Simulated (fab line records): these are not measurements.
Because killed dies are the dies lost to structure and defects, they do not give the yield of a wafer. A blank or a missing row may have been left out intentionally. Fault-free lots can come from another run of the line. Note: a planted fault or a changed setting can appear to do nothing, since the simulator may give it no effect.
What tool caused it? | flow gf180mcu | Sampling: 13 lots, 39 wafers, 5 of 602 route steps

## WHAT EACH GAUGE READ, for each wafer
GF_V4_THK_MEAS_25: measures by xrf. Usual: V4_W_THK 365 nm, standard deviation 7.6.
lot  | measured     | on            | V4_W_THK (nm) | flag
L890 | day 25 19:41 | film-metro-04 | 371 368 373   |
L891 | day 26 00:50 | film-metro-01 | 359 355 354   |
L892 | day 26 09:46 | film-metro-03 | 370 375 370   |
L895 | day 27 09:32 | film-metro-04 | 362 367 363   |
L896 | day 27 15:19 | film-metro-01 | 364 359 361   |
L898 | day 28 06:10 | film-metro-01 | 352 356 354   |
L899 | day 28 10:16 | film-metro-01 | 357 361 359   |
L900 | day 28 20:56 | film-metro-04 | 368 366 359   |
L901 | day 29 03:02 | film-metro-03 | 376 370 376   |
L902 | day 29 05:56 | film-metro-04 | 365 360 361   |
L903 | day 29 12:47 | film-metro-01 | 360 357 355   |
L906 | day 30 12:17 | film-metro-03 | 375 374 378   |
L909 | day 31 03:32 | film-metro-04 | 362 363 361   |

GF_MIM_THK_MEAS_06. Usual: MIM_CVD_05_THK 41.9 nm, standard deviation 0.65.
lot  | measured     | on            | MIM_CVD_05_THK (nm) | flag
L890 | day 25 20:17 | film-metro-04 | 40.7 42.3 42.0      |
L891 | day 26 01:27 | film-metro-02 | 41.1 41.0 42.4      |
L892 | day 26 10:23 | film-metro-01 | 41.8 42.6 42.3      |
L895 | day 27 10:09 | film-metro-04 | 41.6 42.4 42.4      |
L896 | day 27 15:56 | film-metro-01 | 42.1 42.9 42.2      |
L898 | day 28 06:47 | film-metro-02 | 42.0 43.1 42.8      |
L899 | day 28 10:52 | film-metro-02 | 40.6 41.6 41.0      |
L900 | day 28 21:44 | film-metro-02 | 83.8 86.4 85.0      | OFF
L901 | day 29 03:39 | film-metro-01 | 40.7 41.6 42.3      |
L902 | day 29 06:46 | film-metro-04 | 83.5 84.8 83.8      | OFF
L903 | day 29 13:24 | film-metro-01 | 41.7 41.1 41.3      |
L906 | day 30 12:55 | film-metro-04 | 41.7 42.0 42.6      |
L909 | day 31 04:20 | film-metro-02 | 84.1 82.5 84.9      | OFF

## TOOL THAT RAN EACH LOT (tool first, then ch and the chambers of the sampled wafers, then the start)
lot  | GF_MIM_SPUTTER_02            | GF_MIM_SPUTTER_03            | GF_MIM_CVD_05
L890 | pvd-sputter-01, day 25 20:10 | pvd-sputter-01, day 25 20:11 | pecvd-02 ch 0,1,2, day 25 20:15
L891 | pvd-sputter-04, day 26 01:19 | pvd-sputter-04, day 26 01:21 | pecvd-02 ch 0,1,2, day 26 01:25
L892 | pvd-sputter-03, day 26 10:14 | pvd-sputter-03, day 26 10:16 | pecvd-01 ch 0,2, day 26 10:20
L895 | pvd-sputter-03, day 27 10:01 | pvd-sputter-03, day 27 10:02 | pecvd-01 ch 0,1,2, day 27 10:06
L896 | pvd-sputter-01, day 27 15:49 | pvd-sputter-01, day 27 15:51 | pecvd-01 ch 0,1,2, day 27 15:55
L898 | pvd-sputter-01, day 28 06:40 | pvd-sputter-01, day 28 06:42 | pecvd-01 ch 0,1,2, day 28 06:46
L899 | pvd-sputter-04, day 28 10:45 | pvd-sputter-04, day 28 10:47 | pecvd-04 ch 0,1, day 28 10:50
L900 | pvd-sputter-01, day 28 21:25 | pvd-sputter-01, day 28 21:26 | pecvd-01 ch 0,1, day 28 21:30
L901 | pvd-sputter-03, day 29 03:31 | pvd-sputter-03, day 29 03:32 | pecvd-04 ch 0,1,2, day 29 03:36
L902 | pvd-sputter-04, day 29 06:25 | pvd-sputter-04, day 29 06:27 | pecvd-01 ch 0,1,2, day 29 06:31
L903 | pvd-sputter-04, day 29 13:17 | pvd-sputter-04, day 29 13:19 | pecvd-04 ch 0,1,2, day 29 13:22
L906 | pvd-sputter-01, day 30 12:46 | pvd-sputter-01, day 30 12:48 | pecvd-02 ch 0,2, day 30 12:52
L909 | pvd-sputter-04, day 31 04:01 | pvd-sputter-04, day 31 04:03 | pecvd-04 ch 1,2, day 31 04:07
- GF_MIM_SPUTTER_02: material AlCu, target thk 450 nm, time 23.9 s.
- GF_MIM_SPUTTER_03: material Ti, target thk 10 nm, time 6.7 s.
- GF_MIM_CVD_05: deposits Si3N4, target thk 42 nm, time 29.086 s.

## WHAT THE TOOLS THEMSELVES READ (means of the sampled wafers that have a number; where no wafer has one, the mark that the record gives instead)
GF_MIM_SPUTTER_02. Usual: throttle-valve-pct reads 30.0 % (standard deviation 0.54).
lot  | tool           | throttle-valve-pct (%) | flag
L890 | pvd-sputter-01 | 29.9                   |
L891 | pvd-sputter-04 | 29.9                   |
L892 | pvd-sputter-03 | 30.1                   |
L895 | pvd-sputter-03 | 30.0                   |
L896 | pvd-sputter-01 | 29.8                   |
L898 | pvd-sputter-01 | 29.7                   |
L899 | pvd-sputter-04 | 30.2                   |
L900 | pvd-sputter-01 | 30.0                   |
L901 | pvd-sputter-03 | 29.9                   |
L902 | pvd-sputter-04 | 30.2                   |
L903 | pvd-sputter-04 | 30.0                   |
L906 | pvd-sputter-01 | 29.8                   |
L909 | pvd-sputter-04 | 29.9                   |

GF_MIM_SPUTTER_03. Usual: substrate-temp-c 299.99 C, standard deviation 0.2; throttle-valve-pct 29.9 %, standard deviation 0.56.
lot  | tool           | substrate-temp-c (C) | throttle-valve-pct (%) | flag
L890 | pvd-sputter-01 | 299.98               | 29.9                   |
L891 | pvd-sputter-04 | 300.12               | 29.8                   |
L892 | pvd-sputter-03 | 299.96               | 30.1                   |
L895 | pvd-sputter-03 | 299.85               | 29.9                   |
L896 | pvd-sputter-01 | 300.02               | 29.7                   |
L898 | pvd-sputter-01 | 300.11               | 29.5                   |
L899 | pvd-sputter-04 | 299.96               | 30.1                   |
L900 | pvd-sputter-01 | 300.25               | 30.0                   |
L901 | pvd-sputter-03 | 299.85               | 29.9                   |
L902 | pvd-sputter-04 | 300.10               | 30.3                   |
L903 | pvd-sputter-04 | 299.95               | 29.9                   |
L906 | pvd-sputter-01 | 299.97               | 29.7                   |
L909 | pvd-sputter-04 | 300.08               | 29.8                   |

GF_MIM_CVD_05. Usual: heater-power-w 634 W, standard deviation 93; temp-max-c 399.99 C, standard deviation 0.23.
lot  | tool     | heater-power-w (W) | temp-max-c (C) | flag
L890 | pecvd-02 | 648                | 399.99         |
L891 | pecvd-02 | 673                | 399.94         |
L892 | pecvd-01 | 619                | 399.90         |
L895 | pecvd-01 | 586                | 399.97         |
L896 | pecvd-01 | 577                | 399.89         |
L898 | pecvd-01 | 570                | 400.05         |
L899 | pecvd-04 | 740                | 399.93         |
L900 | pecvd-01 | 646                | 399.99         |
L901 | pecvd-04 | 598                | 400.00         |
L902 | pecvd-01 | 616                | 400.06         |
L903 | pecvd-04 | 664                | 400.10         |
L906 | pecvd-02 | 625                | 400.03         |
L909 | pecvd-04 | 616                | 400.15         |

## THE ANSWER, worked out from the rows above alone
Rule: take the mean of a lot's wafers that have a number; if it is more than 3 standard deviations from the usual mean, the lot is off. A lot without any number at a reading at which 4 lots or more have one is off too. Any other lot the step has rows for is counted as sound. After the gauges, taken in route order, come the tools' own readings; for these a lot's mean is taken, as printed above. The first step at which some lot is off is used, and at that step the reading that is off furthest; a lot without a number counts as furthest.
Off: L900, L902, L909, at GF_MIM_THK_MEAS_06 (MIM_CVD_05_THK).
If a tool, at a process step before that reading, ran all the lots that are off and no sound lot after the first of them, it fits. Gauges at GF_MIM_THK_MEAS_06: tried the same way as those tools. Of those tried, none fits.

## WHAT THE SIMULATOR PUT IN
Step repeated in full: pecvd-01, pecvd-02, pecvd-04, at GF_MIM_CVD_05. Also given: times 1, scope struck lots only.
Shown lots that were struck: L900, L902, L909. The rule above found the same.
